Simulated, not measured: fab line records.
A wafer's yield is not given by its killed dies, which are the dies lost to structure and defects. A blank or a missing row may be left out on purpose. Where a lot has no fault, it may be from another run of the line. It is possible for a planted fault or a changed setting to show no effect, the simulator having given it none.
One fault through the eyes of 2 desks :: flow gf180mcu :: what lay behind the numbers comes last; until then each desk has only its own

== FROM THE METROLOGY DESK ==
What the gauges read for every lot (on any tool): the sampled wafers with a number, averaged. Marked OUT: a lot whose mean sits more than 4 standard deviations from the usual mean, which makes it out of limits; the brackets give that distance.
Columns: A = cdNm at GF_HV_LDD_CD_MEAS_07, usual 400.7 nm; B = cdNm at GF_M1_CD_MEAS_14, usual 230.2 nm
lot: L554
first seen here: day 9 18:59
A: 402.2
B: 230.3

lot: L555
first seen here: day 10 03:29
A: 401.6
B: 231.2

lot: L556
first seen here: day 10 11:40
A: 396.4
B: 230.4

lot: L557
first seen here: day 10 18:36
A: 401.6
B: 230.0

lot: L558
first seen here: day 11 01:40
A: 399.3
B: 231.9

lot: L559
first seen here: day 11 07:13
A: 372.6 (-11) OUT
B: 229.9

lot: L560
first seen here: day 11 21:20
A: 378.9 (-8.7) OUT
B: 230.4

lot: L569
first seen here: day 15 00:10
A: 405.8
B: 229.8

lot: L572
first seen here: day 15 14:11
A: 398.8
B: 230.8

lot: L575
first seen here: day 16 09:46
A: 400.2
B: 230.8

lot: L577
first seen here: day 17 02:22
A: 399.8
B: 229.4
Finding of this desk: L559, L560 out of limits; the first was L559 at day 11 07:13, on cdNm at GF_HV_LDD_CD_MEAS_07. Within limits: L554, L555, L556, L557, L558, L569, L572, L575, L577.

== DESK OF THE TOOL OWNER: ilineStepper-01 ==
The tool's own readings at GF_HV_LDD_EXPOSE_04 (exposes mask Nplus LV AREA, target cd 400 nm): means of the sampled wafers that have a number, for each lot that ran on this tool. Marked OUT: a lot whose mean sits more than 4 standard deviations from the usual mean, which makes it out of limits; the brackets give that distance.
Columns: A = exposureDoseMJCm2 at GF_HV_LDD_EXPOSE_04, usual 139.92
lot: L555
first seen here: day 9 19:10
A: 139.80

lot: L556
first seen here: day 10 02:51
A: 140.10

lot: L557
first seen here: day 10 09:37
A: 140.05

lot: L558
first seen here: day 10 17:01
A: 139.79

lot: L559
first seen here: day 10 22:17
A: 126.71 (-94) OUT

lot: L560
first seen here: day 11 12:02
A: 129.48 (-75) OUT
Finding of this desk: L559, L560 out of limits; the first was L559 at day 10 22:17, on exposureDoseMJCm2 at GF_HV_LDD_EXPOSE_04. Within limits: L555, L556, L557, L558.

== PUT TOGETHER ==
At day 10 22:17, on L559, L560, the tool owner's desk was in a position to raise an alarm.
Metrology desk: alarm possible at day 11 07:13 on L559, L560.
Of the lots named, all ran GF_HV_LDD_EXPOSE_04 on ilineStepper-01.

== WHAT WAS PUT IN BY THE SIMULATOR ==
Process parameter drift: ilineStepper-01, from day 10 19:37 on, at GF_HV_LDD_EXPOSE_04. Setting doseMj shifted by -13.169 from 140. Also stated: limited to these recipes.
Struck lots among those shown: L559, L560.
Counting hours from when the fault started, the first reading out of limits came at 3 for the tool owner's desk and at 12 for the metrology desk.
